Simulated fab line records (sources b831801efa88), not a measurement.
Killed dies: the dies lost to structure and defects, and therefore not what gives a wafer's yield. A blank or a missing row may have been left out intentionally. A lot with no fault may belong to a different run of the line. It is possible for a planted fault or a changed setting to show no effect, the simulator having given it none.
One fault seen from 2 desks || flow sky130 || what lay behind the numbers comes last; until then each desk has only its own

## METROLOGY DESK
What the gauges read for every lot (on any tool): the sampled wafers with a number, averaged. If a lot's mean is further than 4 standard deviations from the usual mean, the lot is out of limits and carries the mark OUT (the distance appears in the brackets).
Columns: A = CONTACT_W_RS at SKY_CONTACT_RS_MEAS_25, usual 0.334 ohm/sq; B = CONTACT_W_THK at SKY_CONTACT_THK_MEAS_26, usual 345 nm
{"lot": "L118", "first seen here": "day 33 21:44", "A": 0.335, "B": 344}
{"lot": "L120", "first seen here": "day 34 09:29", "A": 0.340, "B": 337}
{"lot": "L125", "first seen here": "day 35 12:13", "A": 0.335, "B": 342}
{"lot": "L124", "first seen here": "day 35 14:51", "A": 0.336, "B": 343}
{"lot": "L134", "first seen here": "day 38 12:02", "A": 0.324, "B": 349}
{"lot": "L135", "first seen here": "day 38 17:24", "A": 0.336, "B": 344}
This desk's finding: nothing out of limits on any of the 6 lots.

## DESK OF THE TOOL OWNER: pvd sputter-01
At SKY_METAL1_SPUTTER_01 (material TiN, target thk 20 nm, time 16.7 s) the tool's own readings: per lot run on this tool, the mean of the sampled wafers that have a number. If a lot's mean is further than 4 standard deviations from the usual mean, the lot is out of limits and carries the mark OUT (the distance appears in the brackets).
Columns: A = cathode dc power W at SKY_METAL1_SPUTTER_01, usual 6500.0 W; B = chamber pressure pa at SKY_METAL1_SPUTTER_01, usual 0.4000 Pa; C = throttle valve pct at SKY_METAL1_SPUTTER_01, usual 30.2 %
{"lot": "L120", "first seen here": "day 34 09:58", "A": 6500.2, "B": 0.4000, "C": 29.6}
{"lot": "L125", "first seen here": "day 35 12:43", "A": "8100.6 (+99 or more) OUT", "B": 0.3999, "C": 29.5}
{"lot": "L124", "first seen here": "day 35 15:20", "A": "8099.3 (+99 or more) OUT", "B": 0.3991, "C": 30.4}
Finding of this desk: L124, L125 out of limits; the first was L125 at day 35 12:43, on cathode dc power W at SKY_METAL1_SPUTTER_01. Within limits: L120.

## BROUGHT TOGETHER
At day 35 12:43, on L124, L125, the tool owner's desk was in a position to raise an alarm.
At the metrology desk, nothing out of limits was observed.
The metrology desk has L124, L125 on record, within its limits.
Of the lots named, all ran SKY_METAL1_SPUTTER_01 on pvd sputter-01.

## WHAT WAS PUT IN BY THE SIMULATOR
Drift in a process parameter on pvd sputter-01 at SKY_METAL1_SPUTTER_01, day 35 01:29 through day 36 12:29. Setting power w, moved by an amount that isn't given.
Struck lots among those shown: L124, L125.
Hours from the fault's start to each desk's first reading out of limits: the tool owner's desk, 11.
